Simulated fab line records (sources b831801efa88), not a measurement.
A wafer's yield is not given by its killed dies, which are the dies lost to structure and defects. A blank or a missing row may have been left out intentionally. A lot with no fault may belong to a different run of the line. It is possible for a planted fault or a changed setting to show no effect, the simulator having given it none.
Which tool was responsible? | flow gf180mcu | 33 wafers from 11 lots sampled at 2 of the route's 602 steps

WHAT THE GAUGES READ, wafer by wafer
GF_POLY_GATE_THK_MEAS_01.
lot  | measured     | on            | POLY_GATE_CVD_00_THK (nm)
L281 | day 8 10:15  | film metro-03 | 196.9 196.7 197.6
L282 | day 8 17:50  | film metro-02 | 200.0 199.9 199.9
L283 | day 9 00:14  | film metro-03 | 198.9 198.3 199.1
L286 | day 9 23:36  | film metro-02 | 200.0 200.6 198.8
L289 | day 10 19:09 | film metro-04 | 202.4 202.6 203.3
L290 | day 11 04:46 | film metro-03 | 199.6 199.3 199.2
L292 | day 11 14:55 | film metro-02 | 200.0 198.0 200.4
L295 | day 12 10:57 | film metro-03 | 141.5 142.9 141.8 141.6 143.3 141.7
L296 | day 12 20:08 | film metro-02 | 194.3 195.3 195.0
L299 | day 13 14:28 | film metro-04 | 144.5 144.4 145.8 144.5 144.4 145.8
L304 | day 15 00:53 | film metro-02 | 200.5 199.6 200.2

EACH LOT AND THE TOOL THAT RAN IT (in order: tool; ch and the chambers of the sampled wafers; start)
lot  | GF_POLY_GATE_CVD_00
L281 | lpcvd-02 ch 0, day 8 08:55
L282 | lpcvd-02 ch 0, day 8 16:30
L283 | lpcvd-02 ch 1, day 8 22:54
L286 | lpcvd-02 ch 1, day 9 21:35
L289 | lpcvd-01 ch 1, day 10 17:47
L290 | lpcvd-02 ch 0, day 11 03:25
L292 | lpcvd-02 ch 0, day 11 13:34
L295 | lpcvd-02 ch 1, day 12 09:37
L296 | lpcvd-01 ch 1, day 12 18:48
L299 | lpcvd-02 ch 1, day 13 13:07
L304 | lpcvd-01 ch 0, day 14 23:32
- GF_POLY_GATE_CVD_00: deposits poly-Si, target thk 200 nm, time 1200 s.

THE ANSWER, worked out from the rows above alone
Rule: the lots themselves supply what counts as usual. The widest of any qualifying gaps counts: lots, ordered by their means at a reading, are off when they make up no more than a third of the lots, leave a main group of 4 or more, and stand apart from it by 3 or more times the standard deviation of that group's means. Not used: any main group whose means are identical at the precision the tables above print for the reading. Also off: a lot with no number at a reading for which 4 or more lots have one. Any other lot the step has rows for is counted as sound.
Off: L295, L299, seen at GF_POLY_GATE_THK_MEAS_01 (POLY_GATE_CVD_00_THK). Mean 199.1 nm and standard deviation 2.1 in the main group.
A tool fits if, at a process step before that reading, it ran every lot that is off, and no sound lot after the first of them. Gauges at GF_POLY_GATE_THK_MEAS_01: tried the same way as those tools. One fits: lpcvd-02 at GF_POLY_GATE_CVD_00. Its last sound lot is L292 (day 11 13:34), its first lot that is off L295 (day 12 09:37): a fault that began between those two fits.

WHAT THE SIMULATOR PUT IN
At GF_POLY_GATE_CVD_00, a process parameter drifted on lpcvd-02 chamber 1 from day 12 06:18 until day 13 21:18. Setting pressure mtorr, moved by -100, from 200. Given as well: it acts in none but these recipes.
Struck lots among those shown: L295, L299. The rule above reached the same finding.
